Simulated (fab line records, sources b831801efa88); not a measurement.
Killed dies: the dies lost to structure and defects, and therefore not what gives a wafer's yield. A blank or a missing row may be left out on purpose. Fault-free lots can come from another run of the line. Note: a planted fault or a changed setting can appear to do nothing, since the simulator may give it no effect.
2 desks looking at one fault | flow sky130 | every desk sees just its own numbers, and what lay behind them comes last

AT THE TOOL OWNER'S DESK: rie diel-04
The tool's own readings at SKY_VIA2_ETCH_15 (etches SiO2 in C4F8/O2/Ar, stops on TiN, target depth 546 nm, time 84 s): means of the sampled wafers that have a number, for each lot that ran on this tool. Marked OUT: a lot whose mean sits more than 4 standard deviations from the usual mean, which makes it out of limits; the brackets give that distance.
Columns: A = oes product au at SKY_VIA2_ETCH_15, usual 0.940 a.u.; B = rf fwd power W at SKY_VIA2_ETCH_15, usual 1489 W
lot  | first seen here | A     | B
L486 | day 37 01:26    | 0.941 | 1486
L487 | day 37 10:35    | 0.939 | 1490
L488 | day 37 14:25    | 0.930 | 1256 (-49) OUT
L493 | day 38 23:53    | 0.925 | 1248 (-50) OUT
L504 | day 42 07:11    | 0.940 | 1489
L507 | day 42 21:56    | 0.938 | 1492
This desk finds L488, L493 out of limits, L488 being first, at day 37 14:25 (rf fwd power W at SKY_VIA2_ETCH_15). Within limits: L486, L487, L504, L507.

AT THE METROLOGY DESK
Lot by lot, what the gauges showed, no matter which tool ran the lot: averages of those sampled wafers that carry a number. Marked OUT: a lot whose mean sits more than 4 standard deviations from the usual mean, which makes it out of limits; the brackets give that distance.
Columns: A = CAPM_OVL at SKY_CAPM_OVL_MEAS_12, usual 0.8 nm
lot  | first seen here | A
L484 | day 37 10:41    | -1.0
L486 | day 38 05:12    | 2.5
L487 | day 38 13:28    | 1.8
L488 | day 38 17:38    | -0.6
L493 | day 40 02:49    | -1.0
L501 | day 42 15:28    | 1.0
L504 | day 43 07:47    | 0.8
L505 | day 43 17:41    | 1.8
L506 | day 43 20:35    | 0.8
L507 | day 43 22:29    | 0.4
Result from this desk: across the 10 lots, nothing is out of limits.

ALL TOGETHER
At day 37 14:25, on L488, L493, the tool owner's desk was in a position to raise an alarm.
The metrology desk saw nothing out of limits.
The metrology desk holds a record of L488, L493, inside its limits.
All the named lots went through SKY_VIA2_ETCH_15 on rie diel-04.

WHAT THE SIMULATOR HAD INSERTED
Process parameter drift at SKY_VIA2_ETCH_15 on rie diel-04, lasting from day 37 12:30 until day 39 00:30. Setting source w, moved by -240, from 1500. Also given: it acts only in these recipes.
Lots struck among those shown: L488, L493.
Time in hours from fault onset to the first out-of-limits reading at each desk: the tool owner's desk, 2.
